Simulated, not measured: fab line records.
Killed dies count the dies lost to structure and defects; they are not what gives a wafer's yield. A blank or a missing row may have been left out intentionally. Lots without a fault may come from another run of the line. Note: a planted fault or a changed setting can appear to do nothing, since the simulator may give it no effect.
fab line records :: flow sky130
record
  lots=5
  wafers=15
  last_day=50
route steps=708 shown FIELD_ISO@16 NWELL@32 DNWELL@35 PWDE@45 PAD_OPEN@708
lots that met no fault: taken from a fault-free run of the same line
start_h: the number of hours between the record's first day and the start of the first shown wafer of the lot :: wait_h: hours since the lot's step before :: " unchanged from the row above :: L1.1+2: a single row standing in for several wafers :: - value missing, or start not given :: * or withheld: withheld :: < > ~ a bound
route shown NAME@n: names a module that has steps shown in the file, with the first one's number in the route :: usual: average and standard deviation across the fault-free wafers :: same: alike in all rows :: chamber/n: place in a boat :: sites: per-site readings :: _std_site: their standard deviation :: _edge_site: outer sites' mean less inner sites' :: radius_mm: for every site, how far away it sits from the centre of the wafer :: mask NAME#n: copy n :: behind: the tool/chamber that last shaped the wafer :: hold: reason for holding the lot/hours on hold/outcome of the hold :: device: which transistor (n, p or np) failed to switch :: end of line: the route-end tests of the same wafers :: a step given without rows: its recipe and nothing more :: killed: dies lost to structure and defects at the first sort, not the wafer's yield :: map: the dies of a wafer, with x for killed, . for not killed, _ for no die there
set.NAME: the setting the step ran with; set.NAME@STEP: the setting that earlier step ran with :: model.NAME: the simulator's own value behind a step, which no gauge read
lots seen at some steps along the route; tables by step, rows by wafer
services: when a tool's chamber went out of use (start_h, in hours from the record's first day, below 0 if earlier), for how many hours, and the reason
## steps
# step SKY_FIELD_ISO_ETCH_15
# recipe
  chemistry=CHF3/O2
  target_depth_nm=180
  stop_on=Si
  source_w=600
  bias_w=200
  pressure_mtorr=40
  chf3_flow_sccm=50
  O2_flow_sccm=5
  time_s=72
# step SKY_FIELD_ISO_STRIP_16
# recipe
  chemistry=O2/N2
  power_w=1400
  pressure_mtorr=1500
  platen_temp_c=withheld
  o2_flow_sccm=3000
  n2_flow_sccm=300
  overash_fraction=0.5
# step SKY_FIELD_ISO_ETCH_17
# recipe
  target_depth_a=3420
  mask_material=Si3N4
  chemistry=HBr/Cl2/O2
  target=Si
  taper_deg=5
  icp_w=600
  bias_w=150
  pressure_mtorr=15
  HBr_flow_sccm=150
  Cl2_flow_sccm=40
  O2_flow_sccm=6
  time_s=97.7
# step SKY_FIELD_ISO_WET_ETCH_18
# recipe
  chemistry=H3PO4
  target_depth_nm=25
  temp_c=160
  target=Si3N4
  time_s=286
# step SKY_FIELD_ISO_CLEAN_19
# recipe
  chemistry=SC1/SC2
  mix=1:4:20
  temp_c=70
  time_s=150
# step SKY_FIELD_ISO_CLEAN_20
# recipe
  chemistry=dHF
  time_s=20
  dilution=100:1
# step SKY_FIELD_ISO_WET_ETCH_21
# recipe
  chemistry=dHF
  dilution=100:1
  target_depth_nm=20
  dry=ipa_marangoni
  target=SiO2
  temp_c=25
  time_s=400
# step SKY_FIELD_ISO_OXIDATION_22
# recipe
  temp_c=950
  ambient=O2
  stabilise_s=600
  purge_s=300
  target_thk_a=100
  ox_time_s=623
# step SKY_FIELD_ISO_CVD_24
# recipe
  material=SiO2
  target_thk_nm=595
  temp_c=650
  sigma_open_frac=0.3
  time_s=99.2
  sih4_flow_sccm=60
  pressure_mtorr=6
# step SKY_FIELD_ISO_ANNEAL_26
# recipe
  temp_c=1000
  time_s=1800
  ambient=N2
# step SKY_FIELD_ISO_CMP_27
# recipe
  stop_on=Si3N4
  t_overpolish_s=16
  down_force_psi=4
  platen_rpm=60
  target_thk_nm=457.8
  pad_velocity_m_s=0.94248
# usual
  motor_current_A=11.9/1.3
  overpolish_run_s=16.000/0.0091
  time_to_endpoint_s=113/4
lot.wafer: L607.2
tool: cmp-01
chamber: 0
start_h: 51.70
wait_h: 0.0
motor_current_A: 10.1
overpolish_run_s: 16.002
time_to_endpoint_s: 112

lot.wafer: L607.1
tool: cmp-01
chamber: 1
start_h: 51.70
wait_h: 0.0
motor_current_A: 11.7
overpolish_run_s: 16.004
time_to_endpoint_s: 111

lot.wafer: L607.4
tool: cmp-01
chamber: 3
start_h: 51.70
wait_h: 0.0
motor_current_A: 11.5
overpolish_run_s: 15.992
time_to_endpoint_s: 113

lot.wafer: L614.1
tool: cmp-01
chamber: 3
start_h: 90.05
wait_h: 0.0
motor_current_A: 11.7
overpolish_run_s: 15.998
time_to_endpoint_s: 115

lot.wafer: L614.2
tool: cmp-01
chamber: 2
start_h: 90.05
wait_h: 0.0
motor_current_A: 13.7
overpolish_run_s: 16.006
time_to_endpoint_s: 110

lot.wafer: L614.6
tool: cmp-01
chamber: 3
start_h: 90.05
wait_h: 0.0
motor_current_A: 11.5
overpolish_run_s: 16.006
time_to_endpoint_s: 116

lot.wafer: L618.3
tool: cmp-01
chamber: 1
start_h: 108.78
wait_h: 0.0
motor_current_A: 10.8
overpolish_run_s: 16.007
time_to_endpoint_s: 109

lot.wafer: L618.2
tool: cmp-01
chamber: 3
start_h: 108.78
wait_h: 0.0
motor_current_A: 11.8
overpolish_run_s: 15.998
time_to_endpoint_s: 117

lot.wafer: L618.6
tool: cmp-01
chamber: 2
start_h: 108.78
wait_h: 0.0
motor_current_A: 13.3
overpolish_run_s: 16.011
time_to_endpoint_s: 114

lot.wafer: L620.4
tool: cmp-01
chamber: 0
start_h: 117.68
wait_h: 0.0
motor_current_A: 11.2
overpolish_run_s: 16.024
time_to_endpoint_s: 116

lot.wafer: L620.6
tool: cmp-01
chamber: 0
start_h: 117.68
wait_h: 0.0
motor_current_A: 10.8
overpolish_run_s: 16.006
time_to_endpoint_s: 112

lot.wafer: L620.5
tool: cmp-01
chamber: 1
start_h: 117.68
wait_h: 0.0
motor_current_A: 11.4
overpolish_run_s: 16.006
time_to_endpoint_s: 116

lot.wafer: L621.3
tool: cmp-01
chamber: 3
start_h: 123.57
wait_h: 0.0
motor_current_A: 11.7
overpolish_run_s: 16.005
time_to_endpoint_s: 111

lot.wafer: L621.2
tool: cmp-01
chamber: 1
start_h: 123.57
wait_h: 0.0
motor_current_A: 11.1
overpolish_run_s: 16.002
time_to_endpoint_s: 111

lot.wafer: L621.4
tool: cmp-01
chamber: 2
start_h: 123.57
wait_h: 0.0
motor_current_A: 13.4
overpolish_run_s: 16.010
time_to_endpoint_s: 110
# step SKY_FIELD_ISO_WET_ETCH_28
# recipe
  chemistry=dHF
  target_depth_nm=23.7
  target=SiO2
  dilution=10:1
  temp_c=25
  time_s=47
# step SKY_FIELD_ISO_WET_ETCH_29
# recipe
  chemistry=H3PO4
  target_depth_nm=160
  target=Si3N4
  temp_c=160
  time_s=1825
# step SKY_FIELD_ISO_WET_ETCH_30
# recipe
  chemistry=dHF
  target_depth_nm=25
  target=SiO2
  dilution=10:1
  temp_c=25
  time_s=50
# step SKY_NWELL_CLEAN_00
# recipe
  chemistry=SC1/SC2
  mix=1:4:20
  temp_c=70
  time_s=150
  dry=n2_spin
# step SKY_NWELL_OXIDATION_01
# recipe
  temp_c=900
  ambient=O2
  stabilise_s=600
  purge_s=300
  target_thk_a=100
  ox_time_s=1418
# step SKY_DNWELL_DEHYDRATE_00
# recipe
  temp_c=200
  time_s=60
# step SKY_DNWELL_HMDS_01
# recipe
  prime_time_s=60
  prime_temp_c=120
# step SKY_DNWELL_COAT_02
# recipe
  spin_rpm=2000
  resist_thk_nm=3000
# step SKY_DNWELL_SOFTBAKE_03
# recipe
  temp_c=110
  time_s=withheld
# step SKY_DNWELL_EXPOSE_04
# recipe
  mask_id=DNM
  na=0.57
  target_cd_nm=3000
  dose_mj=222
# step SKY_DNWELL_PEB_05
# recipe
  temp_c=115
  time_s=withheld
# step SKY_DNWELL_DEVELOP_06
# recipe
  wall_angle_deg=90
  developer=TMAH
  develop_time_s=60
  dev_temp_c=23
# step SKY_DNWELL_IMPLANT_07
# recipe
  species=P
  energy_kev=withheld
  dose_cm2=withheld
  tilt_deg=withheld
# step SKY_DNWELL_STRIP_08
# recipe
  chemistry=O2/N2
  power_w=1400
  pressure_mtorr=1500
  platen_temp_c=withheld
  o2_flow_sccm=3000
  n2_flow_sccm=300
  overash_fraction=0.5
# step SKY_PWDE_DEHYDRATE_00
# recipe
  temp_c=200
  time_s=60
# step SKY_PWDE_HMDS_01
# recipe
  prime_time_s=60
  prime_temp_c=120
# step SKY_PWDE_COAT_02
# recipe
  spin_rpm=2000
  resist_thk_nm=3000
# step SKY_PWDE_SOFTBAKE_03
# recipe
  temp_c=110
  time_s=withheld
# step SKY_PWDE_EXPOSE_04
# recipe
  mask_id=PWDEM
  na=0.6
  source_shape=conventional
  sigma_outer=0.6
  polarization=unpolarized
  target_cd_nm=840
  dose_mj=214
# step SKY_PWDE_PEB_05
# recipe
  temp_c=115
  time_s=withheld
# step SKY_PWDE_DEVELOP_06
# recipe
  wall_angle_deg=90
  developer=TMAH
  develop_time_s=60
  dev_temp_c=23
# step SKY_PWDE_IMPLANT_08
# recipe
  species=B
  energy_kev=150
  dose_cm2=3.6e+12
  tilt_deg=withheld
# step SKY_PWDE_STRIP_09
# recipe
  chemistry=O2/N2
  power_w=1400
  pressure_mtorr=1500
  platen_temp_c=withheld
  o2_flow_sccm=3000
  n2_flow_sccm=300
  overash_fraction=0.5
# step SKY_NWELL_DEHYDRATE_03
# recipe
  temp_c=200
  time_s=60
# step SKY_NWELL_HMDS_04
# recipe
  prime_time_s=60
  prime_temp_c=120
# step SKY_PAD_OPEN_PROBE_99
# usual
  killed_at_M0_to_M3=43/6.9
  killed_at_M4_up=3.2/1.6
  killed_at_contacts=25/5.1
  killed_at_front_end=16/4.5
  killed_at_other=0.3/0.68
  killed_dies=87/8.9
  killed_on_rim=16/3.6
  killed_open=48/6.9
  killed_short=39/6.3
# same
  gross_dies=492
  killed_at_back_side=0
lot.wafer: L614.1
tool: prober-02
chamber: -
start_h: 1159.14
wait_h: 0.1
killed_at_M0_to_M3: 40
killed_at_M4_up: 1
killed_at_contacts: 18
killed_at_front_end: 17
killed_at_other: 0
killed_dies: 76
killed_on_rim: 17
killed_open: 53
killed_short: 23

lot.wafer: L614.2
tool: prober-02
chamber: -
start_h: 1159.19
wait_h: 0.1
killed_at_M0_to_M3: 43
killed_at_M4_up: 4
killed_at_contacts: 23
killed_at_front_end: 13
killed_at_other: 0
killed_dies: 83
killed_on_rim: 14
killed_open: 45
killed_short: 38

lot.wafer: L614.6
tool: prober-02
chamber: -
start_h: 1159.39
wait_h: 0.2
killed_at_M0_to_M3: 44
killed_at_M4_up: 1
killed_at_contacts: 33
killed_at_front_end: 13
killed_at_other: 0
killed_dies: 91
killed_on_rim: 13
killed_open: 52
killed_short: 37

lot.wafer: L618.2
tool: prober-02
chamber: -
start_h: 1179.74
wait_h: 0.1
killed_at_M0_to_M3: 41
killed_at_M4_up: 4
killed_at_contacts: 32
killed_at_front_end: 13
killed_at_other: 0
killed_dies: 90
killed_on_rim: 13
killed_open: 52
killed_short: 38

lot.wafer: L618.3
tool: prober-02
chamber: -
start_h: 1179.79
wait_h: 0.2
killed_at_M0_to_M3: 37
killed_at_M4_up: 2
killed_at_contacts: 21
killed_at_front_end: 145
killed_at_other: 0
killed_dies: 205
killed_on_rim: 42
killed_open: 48
killed_short: 28

lot.wafer: L618.6
tool: prober-02
chamber: -
start_h: 1179.94
wait_h: 0.2
killed_at_M0_to_M3: 39
killed_at_M4_up: 6
killed_at_contacts: 23
killed_at_front_end: 19
killed_at_other: 0
killed_dies: 87
killed_on_rim: 17
killed_open: 43
killed_short: 44

lot.wafer: L620.5
tool: prober-02
chamber: -
start_h: 1190.98
wait_h: 0.2
killed_at_M0_to_M3: 36
killed_at_M4_up: 1
killed_at_contacts: 22
killed_at_front_end: 123
killed_at_other: 0
killed_dies: 182
killed_on_rim: 43
killed_open: 40
killed_short: 28

lot.wafer: L620.6
tool: prober-02
chamber: -
start_h: 1191.03
wait_h: 0.2
killed_at_M0_to_M3: 48
killed_at_M4_up: 4
killed_at_contacts: 25
killed_at_front_end: 12
killed_at_other: 0
killed_dies: 89
killed_on_rim: 11
killed_open: 43
killed_short: 46

lot.wafer: L621.2
tool: prober-01
chamber: -
start_h: 1190.94
wait_h: 0.1
killed_at_M0_to_M3: 38
killed_at_M4_up: 3
killed_at_contacts: 19
killed_at_front_end: 144
killed_at_other: 0
killed_dies: 204
killed_on_rim: 41
killed_open: 35
killed_short: 42

lot.wafer: L621.3
tool: prober-01
chamber: -
start_h: 1190.99
wait_h: 0.2
killed_at_M0_to_M3: 48
killed_at_M4_up: 4
killed_at_contacts: 27
killed_at_front_end: 11
killed_at_other: 1
killed_dies: 91
killed_on_rim: 21
killed_open: 45
killed_short: 46
# killed by level:class
L614.1 CONTACT:geometric_particle:open=11 VIA1:geometric_particle:open=9 VIA2:geometric_particle:open=9 VIA1:geometric_particle:short=6 FIELD_ISO:geometric_particle:open=5 METAL2:geometric_particle:short=5 FIELD_ISO:geometric_particle:short=4 LI_CONTACT:geometric_particle:open=4
L614.2 VIA1:geometric_particle:open=13 CONTACT:geometric_particle:open=8 LI_CONTACT:geometric_particle:open=6 LOCAL_INTERCONNECT:geometric_particle:short=5 VIA2:geometric_particle:open=5 VIA3:geometric_particle:short=4 VIA1:geometric_particle:short=4 METAL2:geometric_particle:short=4
L614.6 LI_CONTACT:geometric_particle:open=11 CONTACT:geometric_particle:open=9 VIA1:geometric_particle:open=8 CONTACT:geometric_particle:short=7 VIA1:geometric_particle:short=7 METAL1:geometric_particle:short=5 VIA2:geometric_particle:open=5 METAL2:geometric_particle:open=4
L618.2 LI_CONTACT:geometric_particle:open=9 CONTACT:geometric_particle:short=9 VIA1:geometric_particle:open=9 CONTACT:geometric_particle:open=8 VIA2:geometric_particle:open=8 METAL3:geometric_particle:short=5 VIA3:geometric_particle:short=5 FIELD_ISO:geometric_particle:short=3
L618.3 FIELD_ISO:unspecified=128 VIA1:geometric_particle:open=11 LI_CONTACT:geometric_particle:open=9 VIA2:geometric_particle:open=8 CONTACT:geometric_particle:open=7 POLY_GATE:geometric_particle:open=5 FIELD_ISO:geometric_particle:open=4 POLY_GATE:geometric_particle:short=3
L618.6 VIA1:geometric_particle:open=11 METAL2:geometric_particle:short=8 CONTACT:geometric_particle:open=7 LI_CONTACT:geometric_particle:open=6 FIELD_ISO:geometric_particle:short=5 FIELD_ISO:geometric_particle:open=4 POLY_GATE:geometric_particle:short=4 LI_CONTACT:geometric_particle:short=4
L621.2 FIELD_ISO:unspecified=125 VIA1:geometric_particle:open=8 VIA1:geometric_particle:short=7 METAL1:geometric_particle:short=6 FIELD_ISO:geometric_particle:short=5 LI_CONTACT:geometric_particle:open=5 CONTACT:geometric_particle:short=5 VIA3:geometric_particle:open=5
L620.5 FIELD_ISO:unspecified=114 VIA1:geometric_particle:open=12 CONTACT:geometric_particle:open=8 POLY_GATE:geometric_particle:short=5 LI_CONTACT:geometric_particle:open=5 VIA2:geometric_particle:open=5 CONTACT:geometric_particle:short=3 LOCAL_INTERCONNECT:geometric_particle:short=3
L621.3 CONTACT:geometric_particle:open=8 VIA1:geometric_particle:open=8 LI_CONTACT:geometric_particle:open=7 VIA3:geometric_particle:short=5 CONTACT:geometric_particle:short=5 VIA2:geometric_particle:short=5 METAL1:geometric_particle:short=5 VIA1:geometric_particle:short=5
L620.6 VIA2:geometric_particle:open=7 LI_CONTACT:geometric_particle:open=7 VIA3:geometric_particle:open=7 VIA1:geometric_particle:short=6 VIA1:geometric_particle:open=6 CONTACT:geometric_particle:short=5 LOCAL_INTERCONNECT:geometric_particle:short=5 METAL2:geometric_particle:short=5
# map L618.3 (x killed, . not)
__________.x.x.xx..x_________
________.xx.xxx..xx..x_______
______...x........x...x._____
_____.xx.x.xx...x...x...x____
____x...x.x....xxx....xxx.___
___xxx.xx....xx.x...x.x....__
__x....x.....xxx.x.x...x..x._
_x.xx..xx.xxx.xxx.xx.x....x.x
_.x.x..xx....x..x....x..x...x
_x...xx.x..x..x.xx.x.xx...x.x
_x.xxxx..xx.xx.x...xx..x...x.
_xx.x..x......x..x.xxx.......
_xx.xx.x..x.xx.xx.xxxx.x..x.x
_x.x.x..x...xxx.x..x.x.x..x.x
_......xx...x.x..x.x.x....xx.
__....x.....x...xxx...x....._
___..x.x.....x.x.xx.xx..x.x__
____xx......xx.xx.x.xxxx..___
_____x.xx...x...xxx.x..x.____
______......x..xxxxxx.x._____
________..x.x....x.xx._______
__________x.xx...x.._________
# map L620.5 (x killed, . not)
__________x..x.....x_________
________.xx.....x.xx.x_______
______..xxx...x....x.xxx_____
_____...x....x...x.x...x.____
____.x......x...........xx___
___.xxx..xx.x.x..x.x...x..x__
__..xxx...x.x.xx.......xxx.._
_.xxx...x.xx.x.xxxx....x..xx.
_x.x.xx....x...x.....x......x
_..x..x.x.xx.x......xx.....x.
_...xxxxxxxxxxx..x.x.x.x...xx
_....x...x.....xx..x.x..x.xx.
_x...x...xxx.x...xx....x.x..x
_........xx.x....x...xx.xxx..
_.x......xx....x......x....xx
__x.xx..x.x...x..x..x.xx.x.._
___.x.x......xx..x.......xx__
____x....x.xxx.xxx.x..x.xx___
_____..xx.x.....xxx..x.x.____
______xx.x..x....x.x...._____
________......x.....x._______
__________...xxxxx.._________
## services
tool: cmp-01
chamber: -
start_h: 41.51
hours: 1.0
kind: repair

tool: cmp-01
chamber: -
start_h: 57.48
hours: 1.0
kind: repair

tool: cmp-01
chamber: -
start_h: 118.07
hours: 3.6
kind: repair
## key
first_sign
  step=SKY_PAD_OPEN_PROBE_99
  reading=killed_at_front_end
  direction=up
  sigmas=27
  usual=16
  struck=137
effect
  step=SKY_PAD_OPEN_PROBE_99
  reading=killed_dies
  direction=up
  sigmas=12
  usual=87
  struck=197
met_at SKY_FIELD_ISO_CMP_27
struck_wafers L618.3,L620.5,L621.2
tester_left_out L618,L620,L621
onset_between 51.70 108.78
fault
  kind=chamber_particle_source
  tool=cmp-01
  chamber=1
  onset_h=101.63
  steps=SKY_FIELD_ISO_CMP_27
  rate_per_visit_cm2=0.62004
  end_h=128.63
# tester_left_out: of these lots the tester's yield and bins aren't shown, on N5 and GAA mostly nor the transistor test; their killed dies are dies lost to structure and defects alone, not to doping, threshold or leakage, so they don't give the yield
